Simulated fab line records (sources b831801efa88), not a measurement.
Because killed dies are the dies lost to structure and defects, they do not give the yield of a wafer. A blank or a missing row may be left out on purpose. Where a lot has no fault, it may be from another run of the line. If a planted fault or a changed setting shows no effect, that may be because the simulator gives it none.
The tool behind it: which one? | flow sky130 | 31 wafers sampled from 11 lots at 1 step of a route of 708

== WHAT THE GAUGES SHOWED, per wafer ==
SKY_VIA1_THK_MEAS_23: measures by xrf.
lot  | measured     | on            | VIA1_W_THK (nm)
L251 | day 33 18:50 | film-metro-03 | 280 281 282
L252 | day 33 21:40 | film-metro-02 | 280 282 280
L253 | day 34 10:43 | film-metro-03 | 277 281 279
L262 | day 38 04:54 | film-metro-04 | 279 276
L263 | day 38 14:29 | film-metro-04 | 282 277
L264 | day 38 18:19 | film-metro-04 | 281 283 275
L265 | day 38 18:31 | film-metro-03 | 275 279 278
L268 | day 39 11:34 | film-metro-04 | 274 277 275
L270 | day 40 09:32 | film-metro-02 | 280 279 280
L271 | day 40 15:40 | film-metro-04 | 274 276 276
L273 | day 40 17:46 | film-metro-03 | 275 274 271

== EACH LOT AND THE TOOL THAT RAN IT (in order: tool; ch and the chambers of the sampled wafers; start) ==
Record: no process step prior to these readings.

== WHAT THE TOOLS THEMSELVES READ (means of the sampled wafers that have a number; where no wafer has one, the mark that the record gives instead) ==
The record holds no such reading with a usual standard deviation.

== THE ANSWER, worked out from the rows above alone ==
Rule: the lots themselves supply what counts as usual. The widest of any qualifying gaps counts: lots, ordered by their means at a reading, are off when they make up no more than a third of the lots, leave a main group of 4 or more, and stand apart from it by 3 or more times the standard deviation of that group's means. A main group is skipped when, at the precision printed for the reading in the tables above, its means are all equal. A lot without any number at a reading at which 4 lots or more have one is off too. Any other lot the step has rows for is counted as sound. Order of review: gauges by route order, followed by the tools' own readings, for which a lot's mean as printed above is used. At the first step where some lot is off, the reading lying furthest off is the one used; lots without a number count as furthest.
None of the lots is off at any reading shown; this tells nothing.

== WHAT THE SIMULATOR HAD PUT IN ==
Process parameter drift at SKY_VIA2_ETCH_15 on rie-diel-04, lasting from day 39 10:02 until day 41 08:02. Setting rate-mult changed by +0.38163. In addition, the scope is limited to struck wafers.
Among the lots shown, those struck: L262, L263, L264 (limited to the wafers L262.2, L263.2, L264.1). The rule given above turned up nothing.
